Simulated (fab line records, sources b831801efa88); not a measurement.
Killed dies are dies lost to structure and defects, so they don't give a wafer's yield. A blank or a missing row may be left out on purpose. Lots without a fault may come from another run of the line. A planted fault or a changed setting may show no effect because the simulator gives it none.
Chamber matching | flow sky130 | SKY_VIA4_ETCH_12 on rie_diel-01: 4 sister chambers
The step etches SiO2 in C4F8/O2/Ar, stops on TiN, target depth 580 nm. 8 wafers are shown with their chamber, then 10 later ones without.

WAFERS WITH THEIR CHAMBER
wafer  | chamber | rf_fwd_power_W (W) | oes_product_au (a.u.)
L083.3 | 1       | 1489               | 0.926
L083.6 | 0       | 1491               | 0.929
L085.2 | 2       | 1482               | 0.928
L086.3 | 3       | 1488               | 0.924
L086.5 | 0       | 1498               | 0.922
L086.6 | 2       | 1486               | 0.922
L091.1 | 3       | 1493               | 0.931
L091.2 | 1       | 1494               | 0.925

WAFERS WITHOUT THEIR CHAMBER
wafer  | rf_fwd_power_W (W) | oes_product_au (a.u.)
L091.6 | 1487               | 0.925
L094.2 | 1501               | 0.928
L094.5 | 1490               | 0.927
L094.6 | 1502               | 0.924
L095.2 | 1489               | 0.924
L095.5 | 1491               | 0.922
L095.6 | 1496               | 0.928
L097.1 | 1495               | 0.923
L097.5 | 1499               | 0.927
L097.6 | 1487               | 0.921

WHICH CHAMBER EACH WENT THROUGH
wafer  | from the rows above               | in truth
L091.6 | can't be placed: 2 or 3 or 1 or 0 | 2
L094.2 | can't be placed: 0 or 1 or 3      | 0
L094.5 | can't be placed: 3 or 1 or 0 or 2 | 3
L094.6 | can't be placed: 0 or 1 or 3      | 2
L095.2 | can't be placed: 1 or 3 or 2 or 0 | 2
L095.5 | can't be placed: 1 or 0 or 3 or 2 | 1
L095.6 | can't be placed: 0 or 1 or 3      | 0
L097.1 | can't be placed: 0 or 1 or 3      | 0
L097.5 | can't be placed: 0 or 1 or 3      | 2
L097.6 | can't be placed: 2 or 1 or 3 or 0 | 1
Placed correctly: 0 of 10. Can't be placed from these rows: 10 (the true chamber is among the candidates in 8). Placed wrongly: 0.
How it was worked out, from the rows above alone: a wafer's distance from a chamber is the root of the sum, over the readings, of the square of ((its reading less the chamber's mean) divided by the reading's scatter). The wafer belongs to the nearest chamber; if the next one is less than 2 further off, it can't be placed. A chamber's mean is the mean of its shown wafers. The scatter: the root of (the sum of the squares of (reading less its chamber's mean) over the shown wafers, divided by (wafers less chambers)).
